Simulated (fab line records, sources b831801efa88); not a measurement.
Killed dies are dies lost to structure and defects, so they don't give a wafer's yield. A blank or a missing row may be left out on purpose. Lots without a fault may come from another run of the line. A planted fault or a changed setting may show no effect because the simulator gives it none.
One fault seen from 2 desks | flow gf180mcu | each desk has only its own numbers; what lay behind them comes last

THE METROLOGY DESK
What the gauges read, lot by lot, whatever tool the lot ran on: means of the sampled wafers that have a number. A lot is out of limits, marked OUT, if its mean lies more than 4 standard deviations from the usual mean; the brackets give that distance.
Columns: A = cd_nm at GF_HV_LDD_CD_MEAS_31, usual 400.0 nm; B = SALICIDE_TIN_THK at GF_SALICIDE_THK_MEAS_05, usual 20.04 nm
lot  | first seen here | A     | B
L592 | day 11 09:07    | 400.0 | 20.14
L594 | day 12 02:42    | 402.0 | 20.11
L595 | day 12 13:45    | 400.6 | 19.93
L597 | day 13 02:37    | 401.7 | 19.89
L598 | day 13 12:29    | 400.6 | 19.89
L599 | day 13 19:38    | 399.3 | 20.17
L600 | day 14 12:32    | 405.6 | 20.12
L602 | day 15 09:50    | 400.4 | 20.01
L605 | day 16 05:22    | 400.6 | 20.62
L613 | day 18 14:36    | 399.4 | 19.96
L614 | day 18 22:52    | 402.1 | 20.00
L615 | day 19 05:13    | 400.4 | 20.30
This desk's finding: nothing out of limits on any of the 12 lots.

THE TOOL OWNER'S DESK: pvd_sputter-01
The tool's own readings at GF_SALICIDE_SPUTTER_03 (material TiN, target thk 20 nm, time 16.7 s): means of the sampled wafers that have a number, for each lot that ran on this tool. A lot is out of limits, marked OUT, if its mean lies more than 4 standard deviations from the usual mean; the brackets give that distance.
Columns: A = chamber_pressure_pa at GF_SALICIDE_SPUTTER_03, usual 0.4001 Pa; B = throttle_valve_pct at GF_SALICIDE_SPUTTER_03, usual 29.0 %
lot  | first seen here | A      | B
L592 | day 14 23:01    | 0.3993 | 28.9
L595 | day 16 06:53    | 0.3988 | 28.8
L598 | day 17 07:49    | 0.4003 | 28.0
L600 | day 18 10:09    | 0.3994 | 29.3
L602 | day 19 11:46    | 0.4011 | 28.2
L605 | day 20 11:41    | 0.4010 | 28.6
L613 | day 22 20:10    | 0.4007 | 28.5
L615 | day 23 08:01    | 0.3998 | 29.3
This desk's finding: nothing out of limits on any of the 8 lots.

PUT TOGETHER
The metrology desk saw nothing out of limits.
The tool owner's desk saw nothing out of limits.

WHAT THE SIMULATOR HAD PUT IN
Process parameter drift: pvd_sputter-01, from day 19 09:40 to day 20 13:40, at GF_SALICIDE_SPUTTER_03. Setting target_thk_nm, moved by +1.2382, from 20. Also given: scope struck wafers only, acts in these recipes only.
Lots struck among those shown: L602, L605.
